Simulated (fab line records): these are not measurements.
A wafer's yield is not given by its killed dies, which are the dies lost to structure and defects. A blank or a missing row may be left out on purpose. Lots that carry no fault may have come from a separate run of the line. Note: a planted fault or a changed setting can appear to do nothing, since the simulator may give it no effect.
Which of the tools did it? | flow sky130 | Sampling: 12 lots, 36 wafers, 2 of 708 route steps

## WHAT THE GAUGES READ, wafer by wafer
SKY_VIA4_THK_MEAS_01.
lot  | measured     | on            | VIA4_HDPCVD_THK (nm)
L229 | day 41 20:19 | film-metro-01 | 1723 1734 1743
L230 | day 42 00:32 | film-metro-03 | 1741 1735 1757
L233 | day 43 04:16 | film-metro-03 | 1748 1735 1751
L237 | day 44 08:11 | film-metro-03 | 1742 1752 1753
L238 | day 44 16:01 | film-metro-03 | 1739 1740 1729
L239 | day 44 17:35 | film-metro-03 | 1742 1758 1760
L244 | day 46 00:14 | film-metro-01 | 1732 1741 1762
L248 | day 48 00:04 | film-metro-04 | 1700 1710 1764
L251 | day 48 02:16 | film-metro-04 | 1753 1734 1754
L249 | day 48 03:22 | film-metro-01 | 1731 1695 1716
L247 | day 48 04:32 | film-metro-04 | 1720 1748 1740
L250 | day 48 09:04 | film-metro-01 | 1749 1738 1748

## TOOL THAT RAN EACH LOT (tool first, then ch and the chambers of the sampled wafers, then the start)
lot  | SKY_CAPM_CVD_00
L229 | pecvd-03 ch 0,1,2, day 36 09:02
L230 | pecvd-02 ch 0,2, day 36 12:59
L233 | pecvd-02 ch 0,2, day 37 20:31
L237 | pecvd-03 ch 1,2, day 39 04:37
L238 | pecvd-03 ch 1,2, day 39 12:24
L239 | pecvd-03 ch 1,2, day 39 13:42
L244 | pecvd-02 ch 0,1,2, day 41 02:25
L248 | pecvd-03 ch 0,1,2, day 43 11:39
L251 | pecvd-02 ch 0,2, day 43 12:47
L249 | pecvd-01 ch 0,1, day 43 13:37
L247 | pecvd-03 ch 0,1, day 43 15:32
L250 | pecvd-02 ch 0,2, day 43 19:25
- SKY_CAPM_CVD_00: deposits SiO2, target thk 15.5 nm.

## WHAT THE TOOLS THEMSELVES READ (means of the sampled wafers that have a number; where no wafer has one, the mark that the record gives instead)
SKY_CAPM_CVD_00.
lot  | tool     | heater-power-w (W)
L229 | pecvd-03 | 619
L230 | pecvd-02 | 646
L233 | pecvd-02 | 682
L237 | pecvd-03 | 621
L238 | pecvd-03 | 607
L239 | pecvd-03 | 571
L244 | pecvd-02 | 733
L248 | pecvd-03 | 602
L251 | pecvd-02 | 654
L249 | pecvd-01 | 666
L247 | pecvd-03 | 583
L250 | pecvd-02 | 674

## THE ANSWER, worked out from the rows above alone
Rule: the lots themselves supply what counts as usual. Put in order of their means at a reading, lots are off if they are a third of the lots or fewer, leave a main group of 4 or more, and stand apart from it by a gap of 3 or more times the standard deviation of the main group's means; of several such gaps the widest counts. Not used: any main group whose means are identical at the precision the tables above print for the reading. A lot without any number at a reading at which 4 lots or more have one is off too. The other lots that the step has rows for count as sound. First the gauges in route order, then the tools' own readings, where a lot's mean is used as printed above. The first step at which some lot is off is used, and at that step the reading that is off furthest; a lot without a number counts as furthest.
None of the lots is off at any reading shown; this tells nothing.

## WHAT WAS PUT IN BY THE SIMULATOR
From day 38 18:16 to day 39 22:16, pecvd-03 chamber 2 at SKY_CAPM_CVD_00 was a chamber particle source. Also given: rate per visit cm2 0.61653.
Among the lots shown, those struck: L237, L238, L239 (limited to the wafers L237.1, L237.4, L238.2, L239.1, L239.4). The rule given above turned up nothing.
